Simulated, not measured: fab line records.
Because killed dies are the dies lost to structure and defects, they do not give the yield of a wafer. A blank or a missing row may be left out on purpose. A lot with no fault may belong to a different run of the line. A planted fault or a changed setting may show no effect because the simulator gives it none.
Problem report, 8D (eight disciplines) form, completed by code / flow sky130 / the parts of the form that need people (team, actions taken, sign-off) are left out

## 1. THE PROBLEM
At SKY_LDD_N_IMPLANT_14, beamEnergyKeV averages 49.030 over 9 wafers from 3 lots, while fault-free wafers read 50.000, standard deviation 0.016. That puts it -61 standard deviations away from the usual mean.
Earliest sighting: wafer L308.1 on implanter-02 at day 21 10:40. At this step, 39 wafers from 13 lots have a number in the record. Rule for "out", or "out of limits": more than 4 standard deviations from the usual mean. Any other wafer with a number is counted as sound.

## 2. WHAT IT IS AND WHAT IT IS NOT
question=which readings at this step | is=beamEnergyKeV | is not=doseIonsCm2
question=which lots | is=L308, L309, L311 | is not=L301, L302, L305, L306, L307, L318, L319, L320, L321, L322
question=which wafers of those lots | is=all that have a number | is not=-
question=read on which tools | is=implanter-02 | is not=implanter-01, implanter-04
question=when | is=from day 21 10:40 | is not=up to then (15 sound wafers); but 15 sound wafers of L318, L319, L320, L321, L322 came after

## 3. WHAT RULES OUT EACH SUSPECT
Counting: a tool at a process step up to the reading stays a suspect if it ran every lot that is out and no sound lot after the first of them.
- implanter-02 at SKY_LDD_N_IMPLANT_14: kept. It ran every lot that is out, first L308 (day 21 10:40), and no sound lot after that; its last sound lot up to then is L307 (day 20 20:29). Out on those wafers are its own readings of beamEnergyKeV.
Left after counting: implanter-02 at SKY_LDD_N_IMPLANT_14.

## 4. THE CAUSE (what the simulator had put in)
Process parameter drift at SKY_LDD_N_IMPLANT_14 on implanter-02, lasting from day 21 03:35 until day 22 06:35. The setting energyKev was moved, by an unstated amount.
This tool alone remained once counting was done.

## 5. THE EFFECT CHAIN, in route order
Rows list readings where the struck wafers' mean (over those with a number) sits beyond 3 standard deviations from the usual. Readings are gone through only where the record gives a usual standard deviation; hours: the median, over the lots, of the time from a lot's start at the first step in this table giving one to that lot's start at this step; sigmas: the change measured in usual standard deviations.
hours=0; step=SKY_LDD_N_IMPLANT_14; reading=beamEnergyKeV; usual=50.000; on struck wafers=49.030; change=-0.970; sigmas=-61
Here are the process steps it includes:
- SKY_LDD_N_IMPLANT_14
Later steps that measure or inspect, where all struck wafers having a row at the step show a number for every such reading and not one has moved that far: SKY_SD_N_OVL_MEAS_08.

## 6. HOW IT WOULD HAVE BEEN CAUGHT EARLIER
In this record the first reading out of limits was taken at day 21 10:40, 7 hours after the fault began at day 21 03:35.
